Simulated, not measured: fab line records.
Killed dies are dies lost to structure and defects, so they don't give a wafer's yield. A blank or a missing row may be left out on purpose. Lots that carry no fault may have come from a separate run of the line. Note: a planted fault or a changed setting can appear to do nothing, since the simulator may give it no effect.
Struck lot and sound lot, side by side | flow gf180mcu | 16 out of 602 route steps
Sound: wafers L461.1, L461.4, L461.6. Struck: wafer L466.5 (L466.2, L466.6, from the same lot, were not struck and are left out); the cause is given at the end.
Each step with rows lists, per side, the tool, then ch with its chambers, then its first start. Under that, the readings that differ: sound wafers | struck wafers | difference of the means | sigmas: that difference in standard deviations of wafers without a fault.
alike: readings with means less than 2 such deviations apart, plus words and numbers identical on both sides. not compared: withheld readings, readings lacking a value on some wafer, bounds such as >300 that could conceal the same value, and numbers that have no deviation in the record and whose values overlap.
The two part at a step that has a row with sigmas, a row that says differs or no value, or rows on one side only. Non-overlapping numbers with no deviation appear without sigmas and do not part them. Lack of a reading on every wafer of one side parts them only where that side has two or more wafers.

GF_M2_SPUTTER_04: material TiN, target thk 50 nm, time 41.7 s.
  sound on pvd-sputter-01 at day 19 19:04; struck on pvd-sputter-02 at day 21 20:16
  alike: cathode-dc-power-W, throttle-valve-pct
GF_M2_RS_MEAS_05: uses a four-point probe to measure.
  sound on film-metro-03 at day 19 19:07; struck on film-metro-03 at day 21 20:19
  alike: M2_ALCU_RS
GF_M2_THK_MEAS_06: measures by xrf.
  sound on film-metro-03 at day 19 19:14; struck on film-metro-03 at day 21 20:26
  alike: M2_ALCU_THK
then, 7 steps without rows for these wafers: GF_M2_DEHYDRATE_07 (time 60 s); GF_M2_HMDS_08 (prime time 60 s); GF_M2_COAT_09 (resist thk 1000 nm); GF_M2_SOFTBAKE_10 (time 60 s); GF_M2_EXPOSE_11 (exposes mask Metal2, target cd 280 nm); GF_M2_PEB_12 (peb time 90 s); GF_M2_DEVELOP_13 (develop time 60 s).
GF_M2_CD_MEAS_14 targets a cd of 280 nm.
  sound on cd-sem-02 at day 20 19:22; struck on cd-sem-01 at day 22 19:47
  reading    | sound             | struck | difference | sigmas
  cd-nm (nm) | 279.7 278.7 278.5 | 281.7  | +2.7       | +2
GF_M2_OVL_MEAS_15:
  sound on overlay-01 at day 20 19:29; struck on overlay-02 at day 22 19:53
  alike: M2_OVL
GF_M2_METAL_ETCH_16: etches the open film in Cl2/BCl3, stops on SiO2, target depth 750.8 nm, time 125.1 s.
  sound on rie-metal-04 ch 0,1, day 20 19:31; struck on rie-metal-04 ch 1, day 22 19:55
  reading                             | sound                | struck | difference | sigmas
  bias-w (W)                          | 139.9 139.7 139.4    | 187.4  | +47.7      | +99 or more
  oes-product-au (a.u.)               | 0.980 0.987 0.968    | 1.000  | +0.022     | +2
  throttle-valve-pct (%)              | 28.238 28.247 28.262 | 28.206 | -0.043     | -4
  model.KrF_of_M2_COAT_09.thk-nm (nm) | 693.7 694.9 704.6    | 658    | -40        |
  alike: bcl3-flow-sccm, drypump-motor-current-A, he-backside-leak-sccm, mfc-cl2-sccm
  not compared: rf-hours-counter-h
GF_M2_STRIP_17: strips in O2/N2.
  sound on plasma-asher-02 ch 0, day 20 19:39; struck on plasma-asher-01 ch 1, day 22 20:03
  reading                      | sound             | struck | difference | sigmas
  oes-product-au (a.u.)        | 0.546 0.544 0.545 | 0.532  | -0.013     | -2
  strip-time-to-endpoint-s (s) | 7.48 7.48 7.58    | 7.13   | -0.38      | -5
  alike: drypump-motor-current-A, heater-power-w
  not compared: rf-hours-counter-h
then, 1 step without rows for these wafers: GF_M2_STRIP_18 (strips in post etch residue remover, time 1200 s).
-- the record jumps here: 9 days lie between the struck wafers' starts before and after (it left off in module M2 and takes up again in module PASSIVATION, whose first step shown is number 602 of the route) --
GF_PASSIVATION_PROBE_99:
  rows exist in the record for the struck wafers here (prober-01, day 31 20:55), but not for the sound ones

WHERE THEY PART
First at GF_M2_CD_MEAS_14; last, within this record, at GF_PASSIVATION_PROBE_99.

WHY: the cause the simulator had injected
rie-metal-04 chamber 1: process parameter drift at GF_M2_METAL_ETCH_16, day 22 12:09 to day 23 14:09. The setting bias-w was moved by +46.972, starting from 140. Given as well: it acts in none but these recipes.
